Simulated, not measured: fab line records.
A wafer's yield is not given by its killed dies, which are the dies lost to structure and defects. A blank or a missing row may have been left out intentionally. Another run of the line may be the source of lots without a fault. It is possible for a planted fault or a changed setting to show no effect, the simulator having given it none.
Code-filled problem report in 8D (eight disciplines) form | flow gf180mcu | the parts of the form that need people (team, actions taken, sign-off) are left out

== 1. PROBLEM STATEMENT ==
Mean of heater_power_total_W at GF_DUAL_GATE_SOFTBAKE_07: 61.27 W across 6 wafers in 2 lots; on wafers with no fault it is 56.59 W (standard deviation 0.044). That is +99 or more standard deviations from the usual mean.
The step: time 60 s.
First seen on wafer L183.1, day 12 14:53, on litho_track-04. At this step, 42 wafers from 14 lots have a number in the record. The rule behind "out" and "out of limits": a value lying over 4 standard deviations away from the usual mean. The rest of the wafers with a number are treated as sound.

== 2. WHAT IT IS; WHAT IT IS NOT ==
question                    | is                                 | is not
which readings at this step | heater_power_total_W, run_length_s | chill_plate_temp_C
which lots                  | L183, L184                         | L167, L168, L169, L170, L171, L172, L173, L174, L175, L188, L189, L190
which wafers of those lots  | all that have a number             | -
read on which tools         | litho_track-04                     | litho_track-02
when                        | from day 12 14:53                  | up to then (27 sound wafers); but 9 sound wafers of L188, L189, L190 came after

== 3. THE SUSPECTS, EACH WITH WHAT RULES IT OUT ==
Counting: any tool at a process step up to the reading is kept as a suspect provided that every lot that is out went through it and no sound lot did after the first of them.
- litho_track-04 at GF_DUAL_GATE_SOFTBAKE_07 (time 60 s): kept. All lots that are out passed through it, beginning with L183 at day 12 14:53, and no sound lot followed; its final sound lot before that point was L175 at day 10 07:05. On those wafers its own readings are out: heater_power_total_W, run_length_s.
After counting, what remains is litho_track-04 at GF_DUAL_GATE_SOFTBAKE_07.

== 4. THE CAUSE (what the simulator had put in) ==
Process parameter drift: litho_track-04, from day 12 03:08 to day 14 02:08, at GF_DUAL_GATE_SOFTBAKE_07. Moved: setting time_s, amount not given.
After counting, this tool was the only one left.

== 5. THE CHAIN OF EFFECTS, in route order ==
Rows list readings where the struck wafers' mean (over those with a number) sits beyond 3 standard deviations from the usual. Scope: only readings with a usual standard deviation given in the record; hours: median across lots of the time from each lot's start at the first step in this table that gives one to its start at this step; sigmas: change in usual standard deviations.
hours | step                     | reading              | usual   | on struck wafers | change | sigmas
0     | GF_DUAL_GATE_SOFTBAKE_07 | heater_power_total_W | 56.59 W | 61.27            | +4.68  | +99 or more
0     | GF_DUAL_GATE_SOFTBAKE_07 | run_length_s         | 89.22 s | 76.80            | -12.42 | -62
Its process steps:
- GF_DUAL_GATE_SOFTBAKE_07: time 60 s.

== 6. HOW IT WOULD HAVE BEEN CAUGHT EARLIER ==
First out-of-limits reading in this record: day 12 14:53, which is 12 hours after fault onset at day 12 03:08.
